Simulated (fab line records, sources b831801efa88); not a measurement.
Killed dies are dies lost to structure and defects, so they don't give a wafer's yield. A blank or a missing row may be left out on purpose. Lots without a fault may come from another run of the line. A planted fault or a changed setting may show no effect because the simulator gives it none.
fab line records | flow sky130
record lots=7 wafers=21 last_day=50
route steps=708 shown VT_ADJUST_LVTN@116 VT_ADJUST_NCORE@119 VT_ADJUST_HVTR@131 PAD_OPEN@708
lots that met no fault: from a run of the same line without faults
start_h: hours from the record's first day to the start of the lot's first wafer shown | wait_h: hours since the lot's step before | " the same as in the row above | L1.1+2: a row that stands for several wafers | - no value, or no start given | * or withheld: withheld | < > ~ a bound
route shown NAME@n: a module of which the file shows steps, and the number in the route of the first | usual: mean/standard deviation of fault-free wafers | same: alike in all rows | chamber/n: place in a boat | sites: the reading at each site | _std_site: their standard deviation | _edge_site: outer sites' mean less inner sites' | radius_mm: how far each site lies from the wafer's centre | mask NAME#n: copy n | behind: the tool/chamber that last shaped the wafer | hold: why the lot was held/for how many hours/how that ended | device: the transistor (n, p or np) that didn't switch | end of line: the same wafers' tests at the end of the route | a step without rows: its recipe alone | killed: dies lost to structure and defects at the first sort, not the wafer's yield | map: a wafer's dies, x killed, . not, _ none there
set.NAME: the setting as run; set.NAME@STEP: as run at that earlier step | model.NAME: the simulator's own value behind a step, which no gauge read
lots at some steps of the route; a table a step, a row a wafer
services: from which hour (start_h, from the record's first day; less than 0 if before it) a tool's chamber was out of use, for how many hours, and why
## steps
# step SKY_VT_ADJUST_LVTN_IMPLANT_19
# recipe species=B energy_kev=30 dose_cm2=6.5e+11 tilt_deg=withheld
# step SKY_VT_ADJUST_LVTN_STRIP_20
# recipe chemistry=O2/N2 power_w=1400 pressure_mtorr=1500 platen_temp_c=withheld o2_flow_sccm=3000 n2_flow_sccm=300 overash_fraction=0.5
# usual drypump_motor_current_A=5.8/0.59 o2_flow_sccm=2999/9.1 oes_product_au=0.715/0.0046 strip_time_to_endpoint_s=14.19/0.047
# columns lot.wafer tool chamber start_h wait_h drypump_motor_current_A o2_flow_sccm oes_product_au rf_hours_counter_h strip_time_to_endpoint_s
L968.1 plasma_asher-03 0 178.24 0.1 5.6 3003 0.721 6 14.16
L968.2 " 1 " " 6.3 3012 0.711 6 14.16
L968.6 " 1 " " 6.3 3014 0.715 - 14.11
L971.1 plasma_asher-04 1 201.33 0.1 6.5 3012 0.713 32 14.18
L971.2 " 0 " " 5.9 3006 0.718 32 14.20
L971.3 " 1 " " 6.5 3007 0.714 - 14.20
L973.3 plasma_asher-04 0 213.78 0.1 5.9 3005 0.711 - 14.16
L973.4 " 1 " " 6.5 2994 0.731 - 14.15
L973.6 " 0 " " 5.9 3003 0.711 - 14.14
L975.1 plasma_asher-02 1 231.73 0.1 4.8 3012 0.718 57 14.27
L975.2 " 0 " " 6.2 2999 0.717 57 14.24
L975.3 " 1 " " 4.8 3000 0.714 - 14.23
L976.1 plasma_asher-02 0 237.35 0.1 6.2 3011 0.710 57 14.14
L976.5 " 1 " " 4.7 3008 0.715 - 14.15
L976.6 " 0 " " 6.2 3010 0.714 - 14.14
L979.1 plasma_asher-04 1 260.63 0.1 6.5 2986 0.713 38 14.22
L979.2 " 0 " " 5.9 2998 0.713 38 14.25
L979.4 " 1 " " 6.5 3002 0.714 - 14.21
L984.2 plasma_asher-03 1 290.78 0.1 6.2 2984 0.715 15 14.18
L984.4 " 0 " " 5.6 2998 0.712 - 14.22
L984.5 " 0 " " 5.6 2999 0.713 - 14.20
# step SKY_VT_ADJUST_LVTN_TW_MEAS_21
# usual VT_ADJUST_LVTN_2_TW=188.7/2.5
# columns lot.wafer tool chamber start_h wait_h VT_ADJUST_LVTN_2_TW
L968.1 film_metro-03 - 178.34 0.1 186.7
L968.2 " - " " 187.5
L968.6 " - " " 186.7
L971.1 film_metro-04 - 201.43 0.1 192.4
L971.2 " - " " 192.1
L971.3 " - " " 192.9
L973.3 film_metro-02 - 213.87 0.1 189.4
L973.4 " - " " 189.5
L973.6 " - " " 188.9
L975.1 film_metro-04 - 231.83 0.1 192.9
L975.2 " - " " 192.2
L975.3 " - " " 193.2
L976.1 film_metro-02 - 237.45 0.1 188.8
L976.5 " - " " 188.2
L976.6 " - " " 188.7
L979.1 film_metro-03 - 260.78 0.1 186.3
L979.2 " - " " 185.6
L979.4 " - " " 186.5
L984.2 film_metro-03 - 290.89 0.1 186.5
L984.4 " - " " 186.5
L984.5 " - " " 185.8
# step SKY_VT_ADJUST_NCORE_DEHYDRATE_00
# recipe temp_c=200 time_s=60
# step SKY_VT_ADJUST_NCORE_HMDS_01
# recipe prime_time_s=60 prime_temp_c=120
# step SKY_VT_ADJUST_NCORE_COAT_02
# recipe resist=NOVOLAK spin_rpm=3000 resist_thk_nm=1140
# step SKY_VT_ADJUST_NCORE_SOFTBAKE_03
# recipe temp_c=90 time_s=60 resist=NOVOLAK
# step SKY_VT_ADJUST_NCORE_EXPOSE_04
# recipe mask_id=LVTN_COMPLEMENT_THIN na=0.6 source_shape=conventional sigma_outer=0.6 polarization=unpolarized target_cd_nm=380 dose_mj=139
# step SKY_VT_ADJUST_NCORE_PEB_05
# recipe temp_c=withheld time_s=* resist=NOVOLAK
# step SKY_VT_ADJUST_NCORE_DEVELOP_06
# recipe resist=NOVOLAK developer=TMAH develop_time_s=60 dev_temp_c=23
# step SKY_VT_ADJUST_NCORE_CD_MEAS_07
# recipe target_cd_nm=380
# usual cd_nm=379.4/2.4
# columns lot.wafer tool chamber start_h wait_h cd_nm
L968.1 cd_sem-01 - 201.50 0.1 376.4
L968.2 " - " " 373.7
L968.6 " - " " 374.1
L971.1 cd_sem-02 - 224.05 0.1 375.5
L971.2 " - " " 377.4
L971.3 " - " " 376.9
L973.3 cd_sem-02 - 236.87 0.1 381.0
L973.4 " - " " 382.1
L973.6 " - " " 381.4
L975.1 cd_sem-01 - 255.75 0.1 376.9
L975.2 " - " " 375.7
L975.3 " - " " 376.4
L976.1 cd_sem-01 - 260.75 0.1 380.7
L976.5 " - " " 379.2
L976.6 " - " " 382.0
L979.1 cd_sem-02 - 286.28 0.1 378.5
L979.2 " - " " 380.4
L979.4 " - " " 379.8
L984.2 cd_sem-01 - 317.52 0.1 380.7
L984.4 " - " " 381.3
L984.5 " - " " 378.7
# step SKY_VT_ADJUST_NCORE_OVL_MEAS_08
# usual VT_ADJUST_NCORE_OVL=0.7/1.5
# columns lot.wafer tool chamber start_h wait_h VT_ADJUST_NCORE_OVL[nm]
L968.1 overlay-02 - 201.62 0.1 1.6
L968.2 " - " " 0.1
L968.6 " - " " 1.6
L971.1 overlay-02 - 224.17 0.1 0.7
L971.2 " - " " 1.3
L971.3 " - " " 2.4
L973.3 overlay-02 - 236.96 0.1 2.1
L973.4 " - " " 1.2
L973.6 " - " " 2.2
L975.1 overlay-02 - 255.87 0.1 0.5
L975.2 " - " " 0.4
L975.3 " - " " -0.6
L976.1 overlay-02 - 260.87 0.1 2.2
L976.5 " - " " 0.4
L976.6 " - " " 2.6
L979.1 overlay-01 - 286.40 0.1 -1.3
L979.2 " - " " -1.8
L979.4 " - " " -2.1
L984.2 overlay-01 - 317.63 0.1 0.3
L984.4 " - " " -0.6
L984.5 " - " " 0.3
# step SKY_VT_ADJUST_NCORE_IMPLANT_09
# recipe species=B energy_kev=10 dose_cm2=2.4e+12 tilt_deg=withheld
# columns lot.wafer tool chamber start_h wait_h
L968.1+2+6 implanter-02 0 201.66 0.0
L971.1+2+3 implanter-01 0 224.20 0.0
L973.3+4+6 implanter-03 0 237.04 0.1
L973.3+4+6 implanter-03 0 237.50 0.4
L975.1+2+3 implanter-01 0 255.91 0.0
L976.1+5+6 implanter-03 0 260.90 0.0
L976.1+5+6 implanter-03 0 261.22 0.3
L979.1+2+4 implanter-01 0 286.44 0.0
L979.1+2+4 implanter-01 0 286.75 0.3
L984.2+4+5 implanter-01 0 317.68 0.0
# step SKY_VT_ADJUST_NCORE_STRIP_10
# recipe chemistry=O2/N2 power_w=1400 pressure_mtorr=1500 platen_temp_c=withheld o2_flow_sccm=3000 n2_flow_sccm=300 overash_fraction=0.5
# usual drypump_motor_current_A=5.6/0.61 o2_flow_sccm=2998/8.7 oes_product_au=0.716/0.0046 strip_time_to_endpoint_s=14.18/0.049
# columns lot.wafer tool chamber start_h wait_h drypump_motor_current_A o2_flow_sccm oes_product_au rf_hours_counter_h strip_time_to_endpoint_s
L968.1 plasma_asher-01 0 201.81 0.1 5.4 3009 0.713 47 14.21
L968.2 " 1 " " 6.2 2998 0.724 47 14.23
L968.6 " 0 " " 5.4 2993 0.723 - 14.23
L971.1 plasma_asher-03 0 224.35 0.1 5.6 2996 0.713 8 14.19
L971.2 " 1 " " 6.2 3006 0.721 8 14.16
L971.3 " 1 " " 6.3 3007 0.704 - 14.16
L973.3 plasma_asher-01 1 237.63 0.1 6.2 3008 0.723 - 14.18
L973.4 " 0 " " 5.4 2981 0.713 - 14.24
L973.6 " 1 " " 6.2 2996 0.716 - 14.21
L975.1 plasma_asher-01 0 256.06 0.1 5.4 3003 0.717 52 14.17
L975.2 " 1 " " 6.2 2981 0.719 52 14.16
L975.3 " 0 " " 5.4 2985 0.718 - 14.15
L976.1 plasma_asher-02 1 261.37 0.1 4.7 2990 0.720 59 14.21
L976.5 " 0 " " 6.2 2997 0.714 - 14.17
L976.6 " 1 " " 4.7 3008 0.710 - 14.20
L979.1 plasma_asher-01 0 286.90 0.1 5.4 3003 0.719 55 14.19
L979.2 " 1 " " 6.2 2989 0.715 55 14.25
L979.4 " 1 " " 6.2 2980 0.728 - 14.23
L984.2 plasma_asher-02 1 317.81 0.1 4.8 3013 0.710 65 14.19
L984.4 " 1 " " 4.8 3009 0.714 - 14.21
L984.5 " 1 " " 4.7 2997 0.719 - 14.19
# step SKY_VT_ADJUST_NCORE_TW_MEAS_11
# usual VT_ADJUST_NCORE_TW=221.1/1.7
# columns lot.wafer tool chamber start_h wait_h VT_ADJUST_NCORE_TW
L968.1 film_metro-02 - 201.91 0.1 221.8
L968.2 " - " " 219.7
L968.6 " - " " 219.9
L971.1 film_metro-01 - 224.45 0.1 221.2
L971.2 " - " " 220.5
L971.3 " - " " 220.4
L973.3 film_metro-01 - 237.72 0.1 269.1
L973.4 " - " " 268.3
L973.6 " - " " 268.0
L973.3 film_metro-01 - 237.95 0.2 269.5
L973.4 " - " " 268.1
L973.6 " - " " 270.5
L975.1 film_metro-01 - 256.16 0.1 219.9
L975.2 " - " " 220.5
L975.3 " - " " 220.5
L976.1 film_metro-01 - 261.47 0.1 267.7
L976.5 " - " " 269.1
L976.6 " - " " 268.5
L976.1 film_metro-01 - 261.69 0.2 267.9
L976.5 " - " " 270.1
L976.6 " - " " 269.3
L979.1 film_metro-01 - 287.00 0.1 266.2
L979.2 " - " " 267.8
L979.4 " - " " 268.0
L979.1 film_metro-01 - 287.23 0.2 268.5
L979.2 " - " " 267.6
L979.4 " - " " 268.8
L984.2 film_metro-04 - 317.92 0.1 222.8
L984.4 " - " " 222.5
L984.5 " - " " 222.9
# step SKY_VT_ADJUST_HVTR_DEHYDRATE_00
# recipe temp_c=200 time_s=60
# step SKY_PAD_OPEN_PROBE_99
# usual killed_at_M0_to_M3=43/7 killed_at_M4_up=3.1/1.5 killed_at_contacts=23/4.9 killed_at_front_end=16/3.9 killed_at_other=0.3/0.52 killed_dies=86/8.2 killed_open=47/6.1 killed_short=38/5.8
# same gross_dies=492 killed_at_back_side=0
# columns lot.wafer tool chamber start_h wait_h killed_at_M0_to_M3 killed_at_M4_up killed_at_contacts killed_at_front_end killed_at_other killed_dies killed_open killed_short
L976.1 prober-01 - 1175.08 0.1 32 3 25 10 0 70 43 27
L976.5 prober-01 - 1175.28 0.2 40 2 24 12 0 78 46 32
L976.6 prober-01 - 1175.33 0.2 31 6 33 16 1 87 50 37
L979.1 prober-02 - 1189.62 0.1 39 3 24 15 0 81 46 35
L979.2 prober-02 - 1189.67 0.1 55 2 31 16 1 105 55 48
L979.4 prober-02 - 1189.77 0.2 40 4 33 16 0 93 50 43
# killed by level:class
L976.1 CONTACT:geometric_particle:open=10 LI_CONTACT:geometric_particle:open=7 VIA1:geometric_particle:open=7 CONTACT:geometric_particle:short=5 FIELD_ISO:geometric_particle:short=4 METAL1:geometric_particle:short=4 VIA2:geometric_particle:open=4 METAL2:geometric_particle:short=4
L976.5 LI_CONTACT:geometric_particle:open=10 VIA2:geometric_particle:open=9 VIA1:geometric_particle:open=9 LOCAL_INTERCONNECT:geometric_particle:short=7 VIA3:geometric_particle:short=5 CONTACT:geometric_particle:short=4 VIA3:geometric_particle:open=4 FIELD_ISO:geometric_particle:open=3
L976.6 CONTACT:geometric_particle:open=11 LI_CONTACT:geometric_particle:open=8 VIA2:geometric_particle:open=8 METAL4:geometric_particle:short=6 VIA1:geometric_particle:open=6 VIA3:geometric_particle:open=6 LOCAL_INTERCONNECT:geometric_particle:short=5 CONTACT:geometric_particle:short=5
L979.1 VIA1:geometric_particle:open=11 VIA3:geometric_particle:open=10 CONTACT:geometric_particle:open=8 CONTACT:geometric_particle:short=8 METAL3:geometric_particle:short=5 FIELD_ISO:geometric_particle:open=4 POLY_GATE:geometric_particle:open=4 VIA2:geometric_particle:open=4
L979.2 CONTACT:geometric_particle:open=12 VIA1:geometric_particle:open=12 LI_CONTACT:geometric_particle:open=7 METAL1:geometric_particle:short=7 VIA1:geometric_particle:short=6 METAL2:geometric_particle:short=6 VIA3:geometric_particle:short=6 CONTACT:geometric_particle:short=5
L979.4 CONTACT:geometric_particle:open=18 VIA1:geometric_particle:open=9 CONTACT:geometric_particle:short=8 METAL1:geometric_particle:short=7 VIA3:geometric_particle:open=7 FIELD_ISO:geometric_particle:open=4 LI_CONTACT:geometric_particle:open=4 METAL4:geometric_particle:short=4
## services
# columns tool chamber start_h hours kind
plasma_asher-04 - 157.23 10.0 pm
implanter-01 - 160.28 3.6 repair
plasma_asher-04 - 167.23 3.3 pm
plasma_asher-03 - 182.87 28.1 pm
plasma_asher-02 - 187.87 1.0 repair
plasma_asher-01 - 200.92 0.8 repair
implanter-01 - 259.71 4.1 pm
plasma_asher-01 - 264.97 2.8 pm
implanter-02 - 275.43 17.3 repair
implanter-03 - 277.05 3.2 repair
plasma_asher-03 - 285.26 1.2 repair
plasma_asher-04 - 300.29 2.8 pm
## key
first_sign step=SKY_VT_ADJUST_NCORE_IMPLANT_09 reading=visit direction=added
effect step=SKY_VT_ADJUST_NCORE_TW_MEAS_11 reading=visit direction=added
effect step=SKY_VT_ADJUST_NCORE_TW_MEAS_11 reading=VT_ADJUST_NCORE_TW direction=up sigmas=28 usual=221.1 struck=268.1
met_at SKY_VT_ADJUST_NCORE_IMPLANT_09
struck_wafers L973.3,L973.4,L973.6,L976.1,L976.5,L976.6,L979.1,L979.2,L979.4
tester_left_out L973,L976,L979
fault kind=repeated_step_whole tool=implanter-01,implanter-02,implanter-03 chamber=- onset_h=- steps=SKY_VT_ADJUST_NCORE_IMPLANT_09 times=1 scope=struck_lots_only
# tester_left_out: of these lots the tester's yield and bins aren't shown, on N5 and GAA mostly nor the transistor test; their killed dies are dies lost to structure and defects alone, not to doping, threshold or leakage, so they don't give the yield
